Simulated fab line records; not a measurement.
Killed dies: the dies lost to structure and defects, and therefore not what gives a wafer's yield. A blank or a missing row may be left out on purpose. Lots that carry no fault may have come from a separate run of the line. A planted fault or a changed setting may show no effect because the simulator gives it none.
One fault seen from 2 desks	flow gf180mcu	only its own numbers are on each desk; what lay behind them is given at the end

== DESK OF THE TOOL OWNER: implanter-01 ==
GF_VT_IMPLANT_IMPLANT_41, tool's own readings: per-lot mean of the sampled wafers with a number, covering each lot this tool ran. If a lot's mean is further than 4 standard deviations from the usual mean, the lot is out of limits and carries the mark OUT (the distance appears in the brackets).
Columns: A = dose_ions_cm2 at GF_VT_IMPLANT_IMPLANT_41, usual 1.0128e+12; B = faraday_current_uA at GF_VT_IMPLANT_IMPLANT_41, usual 5.71
lot	first seen here	A	B
L581	day 8 14:19	1.0135e+12	5.75
L583	day 9 02:29	1.0117e+12	5.78
L585	day 9 16:56	1.0142e+12	5.64
L590	day 11 05:30	1.1198e+12 (+97) OUT	6.37 (+6.0) OUT
L592	day 11 17:25	1.1207e+12 (+98) OUT	6.19 (+4.3) OUT
Finding of this desk: L590, L592 out of limits; the first was L590 at day 11 05:30, on dose_ions_cm2 at GF_VT_IMPLANT_IMPLANT_41. L581, L583, L585: within limits.

== METROLOGY DESK ==
What the gauges read for every lot (on any tool): the sampled wafers with a number, averaged. If a lot's mean is further than 4 standard deviations from the usual mean, the lot is out of limits and carries the mark OUT (the distance appears in the brackets).
Columns: A = STI_OXIDATION_01_THK at GF_STI_THK_MEAS_22, usual 15.23 nm; B = MVSD_OVL at GF_MVSD_OVL_MEAS_07, usual -0.8 nm; C = VT_IMPLANT_4_TW at GF_VT_IMPLANT_TW_MEAS_43, usual 683.5
lot	first seen here	A	B	C
L577	day 2 05:20	15.13	-0.1	684.4
L578	day 2 11:13	15.30	-0.1	680.8
L579	day 2 14:17	15.28	-2.6	684.3
L580	day 2 18:42	15.58	-2.8	683.3
L581	day 3 00:16	15.01	-2.8	680.5
L583	day 3 09:52	15.49	1.0	680.2
L585	day 3 20:16	15.24	1.6	685.0
L590	day 4 22:59	15.12	-2.2	703.5 (+6.9) OUT
L592	day 5 08:08	15.09	-0.3	705.4 (+7.6) OUT
L594	day 5 18:54	15.02	-0.8	679.3
L595	day 6 00:13	14.75	-0.7	684.4
L596	day 6 05:07	15.18	-2.3	684.2
L598	day 6 15:05	15.53	0.4	684.4
L600	day 7 03:38	15.62	-1.0	681.4
This desk reports L590, L592 out of limits; the earliest was L590 at day 11 05:44 (VT_IMPLANT_4_TW at GF_VT_IMPLANT_TW_MEAS_43). L577, L578, L579, L580, L581, L583, L585, L594, L595, L596, L598, L600: within limits.

== BROUGHT TOGETHER ==
At day 11 05:30, on L590, L592, the tool owner's desk was in a position to raise an alarm.
On L590, L592, the metrology desk was in a position to raise an alarm at day 11 05:44.
Of the lots named, all ran GF_VT_IMPLANT_IMPLANT_41 on implanter-01.

== WHAT THE SIMULATOR HAD PUT IN ==
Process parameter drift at GF_VT_IMPLANT_IMPLANT_41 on implanter-01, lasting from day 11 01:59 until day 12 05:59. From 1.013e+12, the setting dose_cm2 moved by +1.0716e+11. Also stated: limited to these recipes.
Shown lots that were struck: L590, L592.
Fault start to first reading out of limits, in hours, per desk: tool owner, 4; metrology, 4.
